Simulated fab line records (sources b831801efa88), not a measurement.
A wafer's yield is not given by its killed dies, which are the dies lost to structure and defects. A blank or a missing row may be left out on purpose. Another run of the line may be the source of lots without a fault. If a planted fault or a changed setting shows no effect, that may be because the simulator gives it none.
Struck lot and sound lot, side by side    flow sky130    14 steps out of a route of 708
Sound: these wafers, L567.2, L567.3, L567.4. Wafers struck: L582.3, L582.4, L582.5. The cause is named last.
At each step with rows: each side's tool, then ch and its chambers, then its first start. Under that, the readings that differ: sound wafers    struck wafers    difference of the means    sigmas: that difference in standard deviations of wafers without a fault.
alike: readings whose means differ by less than 2 such deviations, and words and numbers that are the same on both sides. not compared: withheld readings, readings that some wafer has no value for, bounds like >300 that may hide the same value, and numbers for which the record gives no deviation and whose values overlap.
The two part at a step that has a row with sigmas, a row that says differs or no value, or rows on one side only. When numbers do not overlap yet have no deviation, they are printed without sigmas and do not part them. A reading missing from all wafers of one side parts the sides only when that side holds two or more wafers.

first, 4 steps without rows for these wafers: SKY_METAL3_STRIP_20 (strips in post etch residue remover, time 1200 s); SKY_METAL3_CLEAN_21 (cleans in IPA, time 180 s); SKY_METAL3_CLEAN_22 (cleans in O3/DIW); SKY_VIA3_HDPCVD_00 (deposits SiO2, target thk 1635 nm, time 272.5 s).
SKY_VIA3_THK_MEAS_01:
  struck on film-metro-04, day 43 13:54; sound on film-metro-04, day 39 12:59
reading               sound           struck          difference  sigmas
VIA3_HDPCVD_THK (nm)  1614 1635 1615  1655 1666 1647  +35         +2
SKY_VIA3_CMP_02: polishes SiO2.
  sound on cmp-01 ch 1,2,3, day 39 13:02; struck on cmp-01 ch 0,1,2, day 43 13:59
  alike: motor-current-A
SKY_VIA3_BOW_MEAS_03:
  struck on film-metro-04, day 43 14:17; sound on film-metro-03, day 39 13:22
  alike: VIA3_BOW
then, 5 steps without rows for these wafers: SKY_VIA3_DEHYDRATE_04 (time 60 s); SKY_VIA3_HMDS_05 (prime time 60 s); SKY_VIA3_COAT_06 (resist thk 60 nm); SKY_VIA3_COAT_07 (resist thk 450 nm); SKY_VIA3_SOFTBAKE_08 (time 90 s).
SKY_VIA3_EXPOSE_09: exposes mask VIM3, target cd 200 nm.
  sound on krf-scanner-01 ch 0, day 40 01:52; struck on krf-scanner-01, day 44 01:11
  no value came back on the struck wafers for exposure-dose-mJ-cm2, focus-offset-nm (nm), stage-vel-mm-s (mm/s); on the sound wafers exposure-dose-mJ-cm2 reads 38.00 38.01 37.97
  alike: mask
after that, 1 step had no rows for these wafers: SKY_VIA3_PEB_10.

## WHERE THEY PART
At SKY_VIA3_THK_MEAS_01 first; at SKY_VIA3_EXPOSE_09 last (within this record only).

WHY: the cause the simulator had injected
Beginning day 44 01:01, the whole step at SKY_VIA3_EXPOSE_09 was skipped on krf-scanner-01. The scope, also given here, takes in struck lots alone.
